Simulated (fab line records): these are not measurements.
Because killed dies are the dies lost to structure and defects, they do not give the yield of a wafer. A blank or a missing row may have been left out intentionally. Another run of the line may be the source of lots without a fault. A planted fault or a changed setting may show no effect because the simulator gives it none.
Struck lot and sound lot, side by side + flow sky130 + 31 steps out of a route of 708
Sound: wafers L180.2, L180.3, L180.5. The struck wafers were L168.1, L168.2, L168.4. The cause is named last.
Per side, at each step with rows, come the tool, then ch with its chambers, and then its first start. Under that, the readings that differ: sound wafers + struck wafers + difference of the means + sigmas: that difference in standard deviations of wafers without a fault.
alike: a reading whose means differ by less than 2 such deviations, as well as words and numbers matching on both sides. not compared: withheld readings; readings where some wafer has no value; bounds like >300 that might hide an equal value; numbers whose values overlap and for which the record gives no deviation.
A row with sigmas, a row that says differs or no value, or rows on one side alone: a step with any of these is where the two part. When numbers do not overlap yet have no deviation, they are printed without sigmas and do not part them. A reading that every wafer of one side lacks parts them only if that side has two wafers or more.

SKY_FIELD_ISO_BOW_MEAS_00:
  struck on film_metro-01, day 2 06:00; sound on film_metro-01, day 4 18:01
  alike: INCOMING_BOW
SKY_FIELD_ISO_OXIDATION_01: stabilise 600 s, purge 300 s, target thk 12 nm.
  sound on furnace-01 ch 0, day 4 19:11; struck on furnace-02 ch 0, day 2 10:44
| reading                                          | sound            | struck            | difference | sigmas |
|--------------------------------------------------|------------------|-------------------|------------|--------|
| model.SiO2_of_FIELD_ISO_OXIDATION_01.thk_nm (nm) | 12.32 12.2 12.23 | 10.57 10.63 10.75 | -1.60      |        |
  alike: tube_center_temp_C, tube_center_temp_C_max
SKY_FIELD_ISO_THK_MEAS_02:
  struck on film_metro-01, day 2 12:14; sound on film_metro-01, day 4 20:42
| reading                         | sound             | struck            | difference | sigmas |
|---------------------------------|-------------------|-------------------|------------|--------|
| FIELD_ISO_OXIDATION_00_THK (nm) | 12.30 12.14 12.24 | 10.61 10.62 10.77 | -1.56      | -6     |
then, 1 step without rows for these wafers: SKY_FIELD_ISO_CVD_03 (deposits Si3N4 from DCS/NH3, target thk 165 nm, time 2830 s).
SKY_FIELD_ISO_THK_MEAS_04:
  struck on film_metro-02, day 2 14:05; sound on film_metro-04, day 4 22:33
  alike: FIELD_ISO_CVD_03_THK
then, 8 steps without rows for these wafers: SKY_FIELD_ISO_DEHYDRATE_05 (time 60 s); SKY_FIELD_ISO_HMDS_06 (prime time 60 s); SKY_FIELD_ISO_COAT_07 (resist thk 60 nm); SKY_FIELD_ISO_COAT_08 (resist thk 450 nm); SKY_FIELD_ISO_SOFTBAKE_09 (time 90 s); SKY_FIELD_ISO_EXPOSE_10 (exposes mask FOM, target cd 150 nm); SKY_FIELD_ISO_PEB_11; SKY_FIELD_ISO_DEVELOP_12 (develop time 60 s).
SKY_FIELD_ISO_CD_MEAS_13: target cd 150 nm.
  struck on cd_sem-01, day 3 04:02; sound on cd_sem-01, day 5 15:42
  alike: cd_nm
SKY_FIELD_ISO_ETCH_14: etches BARC in N2/H2, stops on SiO2, time 46.75 s, target depth 60 nm.
  sound on rie_diel-04 ch 1,2, day 5 15:48; struck on rie_diel-04 ch 1,2,3, day 3 04:09
  alike: drypump_motor_current_A, oes_product_au, throttle_valve_pct
  not compared: rf_hours_counter_h
SKY_FIELD_ISO_ETCH_15: etches the open film in CHF3/O2, stops on Si, target depth 180 nm, time 72 s.
  sound on rie_diel-04 ch 1,2, day 5 15:50; struck on rie_diel-04 ch 1,2,3, day 3 04:11
  alike: O2_flow_sccm, drypump_motor_current_A, oes_product_au, throttle_valve_pct
  not compared: rf_hours_counter_h
SKY_FIELD_ISO_STRIP_16: strips in O2/N2.
  sound on plasma_asher-01 ch 0, day 5 15:54; struck on plasma_asher-04 ch 0,1, day 3 04:15
  alike: drypump_motor_current_A, oes_product_au, strip_time_to_endpoint_s
  not compared: rf_hours_counter_h
SKY_FIELD_ISO_ETCH_17: etches Si in HBr/Cl2/O2, target depth 342 nm, time 97.7 s.
  sound on rie_si-02 ch 0,1,2, day 5 16:00; struck on rie_si-02 ch 0,2,3, day 3 04:21
  alike: O2_flow_sccm, drypump_motor_current_A, mfc_cl2_sccm, oes_product_au, throttle_valve_pct
  not compared: rf_hours_counter_h
then, 5 steps without rows for these wafers: SKY_FIELD_ISO_WET_ETCH_18 (etches Si3N4 in H3PO4, target depth 25 nm, time 286 s); SKY_FIELD_ISO_CLEAN_19 (cleans in SC1/SC2, time 150 s); SKY_FIELD_ISO_CLEAN_20 (cleans in dHF, time 20 s); SKY_FIELD_ISO_WET_ETCH_21 (etches SiO2 in dHF, target depth 20 nm, time 400 s); SKY_FIELD_ISO_OXIDATION_22 (stabilise 600 s, purge 300 s, target thk 10 nm).
SKY_FIELD_ISO_THK_MEAS_23:
  struck on film_metro-04, day 3 07:26; sound on film_metro-01, day 5 18:39
  alike: FIELD_ISO_OXIDATION_01_THK
then, 1 step without rows for these wafers: SKY_FIELD_ISO_CVD_24 (deposits SiO2, target thk 595 nm, time 99.2 s).
SKY_FIELD_ISO_THK_MEAS_25:
  struck on film_metro-02, day 3 07:34; sound on film_metro-02, day 5 18:47
  alike: FIELD_ISO_CVD_24_THK
then, 1 step without rows for these wafers: SKY_FIELD_ISO_ANNEAL_26 (time 1800 s).
SKY_FIELD_ISO_CMP_27: polishes, stops on Si3N4, t overpolish 16 s, target thk 457.8 nm.
  sound on cmp-02 ch 0,1,3, day 5 20:34; struck on cmp-01 ch 0,1,2, day 3 10:26
  alike: motor_current_A
then, 1 step without rows for these wafers: SKY_FIELD_ISO_WET_ETCH_28 (etches SiO2 in dHF, target depth 23.7 nm, time 47 s).
SKY_FIELD_ISO_WET_ETCH_29: etches Si3N4 in H3PO4, target depth 160 nm, time 1825 s.
  sound on wet_bench-03 ch 3, day 5 20:48; struck on wet_bench-02 ch 1, day 3 10:46
| reading                                          | sound             | struck            | difference | sigmas |
|--------------------------------------------------|-------------------|-------------------|------------|--------|
| model.SiO2_of_FIELD_ISO_OXIDATION_01.thk_nm (nm) | 11.99 11.87 11.91 | 10.25 10.31 10.43 | -1.59      |        |
  alike: bath_guard_temp_C, temp_c
then, 1 step without rows for these wafers: SKY_FIELD_ISO_WET_ETCH_30 (etches SiO2 in dHF, target depth 25 nm, time 50 s).

== WHERE THEY PART ==
Within this record, at SKY_FIELD_ISO_THK_MEAS_02 only. Later steps at which nothing parts them and some readings are alike: SKY_FIELD_ISO_THK_MEAS_04, SKY_FIELD_ISO_CD_MEAS_13, SKY_FIELD_ISO_ETCH_14, SKY_FIELD_ISO_ETCH_15, SKY_FIELD_ISO_STRIP_16, SKY_FIELD_ISO_ETCH_17, SKY_FIELD_ISO_THK_MEAS_23, SKY_FIELD_ISO_THK_MEAS_25, SKY_FIELD_ISO_CMP_27, SKY_FIELD_ISO_WET_ETCH_29.

WHY: what the simulator had put in
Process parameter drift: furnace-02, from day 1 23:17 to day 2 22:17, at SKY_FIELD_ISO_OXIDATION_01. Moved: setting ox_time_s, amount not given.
